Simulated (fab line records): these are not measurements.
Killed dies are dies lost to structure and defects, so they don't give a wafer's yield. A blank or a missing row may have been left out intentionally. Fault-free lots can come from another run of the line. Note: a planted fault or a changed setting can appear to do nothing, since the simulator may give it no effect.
2 desks looking at one fault + flow gf180mcu + what lay behind the numbers comes last; until then each desk has only its own

## TOOL OWNER'S DESK, litho-track-02
The tool's own readings at GF_HV_LDD_COAT_41 (resist thk 1000 nm): means of the sampled wafers that have a number, for each lot that ran on this tool. Marked OUT: a lot whose mean sits more than 4 standard deviations from the usual mean, which makes it out of limits; the brackets give that distance.
Columns: A = spin-speed-rpm at GF_HV_LDD_COAT_41, usual 2999.7 rpm
| lot  | first seen here | A                |
|------|-----------------|------------------|
| L393 | day 13 02:47    | 3000.0           |
| L396 | day 14 07:43    | 3001.5           |
| L397 | day 14 16:40    | 2999.3           |
| L400 | day 15 11:28    | 2999.5           |
| L402 | day 16 09:34    | 2837.4 (-74) OUT |
| L405 | day 17 05:36    | 2835.2 (-75) OUT |
This desk's verdict: out of limits on L402, L405, starting with L402 at day 16 09:34 (spin-speed-rpm at GF_HV_LDD_COAT_41). Within limits: L393, L396, L397, L400.

## FROM THE METROLOGY DESK
What the gauges read for every lot (on any tool): the sampled wafers with a number, averaged. Marked OUT: a lot whose mean sits more than 4 standard deviations from the usual mean, which makes it out of limits; the brackets give that distance.
Columns: A = POLY_GATE_OXIDATION_THK at GF_POLY_GATE_THK_MEAS_17, usual 4.01 nm; B = HV_LDD_CVD_56_THK at GF_HV_LDD_THK_MEAS_57, usual 89.9 nm
| lot  | first seen here | A    | B    |
|------|-----------------|------|------|
| L392 | day 10 02:24    | 3.89 | 89.6 |
| L393 | day 10 09:26    | 3.94 | 89.3 |
| L395 | day 11 03:10    | 4.09 | 88.8 |
| L396 | day 11 10:57    | 4.01 | 89.5 |
| L397 | day 11 19:13    | 3.95 | 89.7 |
| L398 | day 12 01:52    | 4.03 | 91.6 |
| L399 | day 12 04:32    | 4.02 | 90.9 |
| L400 | day 12 10:37    | 4.05 | 90.1 |
| L402 | day 13 06:32    | 4.11 | 91.3 |
| L403 | day 13 10:02    | 4.01 | 88.8 |
| L404 | day 13 19:47    | 3.99 | 89.9 |
| L405 | day 14 00:38    | 4.03 | 90.1 |
This desk's finding: nothing out of limits on any of the 12 lots.

## BROUGHT TOGETHER
The tool owner's desk could have raised an alarm at day 16 09:34, on L402, L405.
The metrology desk saw nothing out of limits.
The metrology desk has L402, L405 on record, within its limits.
The lots listed all ran GF_HV_LDD_COAT_41 on litho-track-02.

## WHAT THE SIMULATOR HAD PUT IN
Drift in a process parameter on litho-track-02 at GF_HV_LDD_COAT_41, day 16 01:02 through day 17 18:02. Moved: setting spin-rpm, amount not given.
Shown lots that were struck: L402, L405.
Hours from the fault's start to each desk's first reading out of limits: the tool owner's desk, 9.
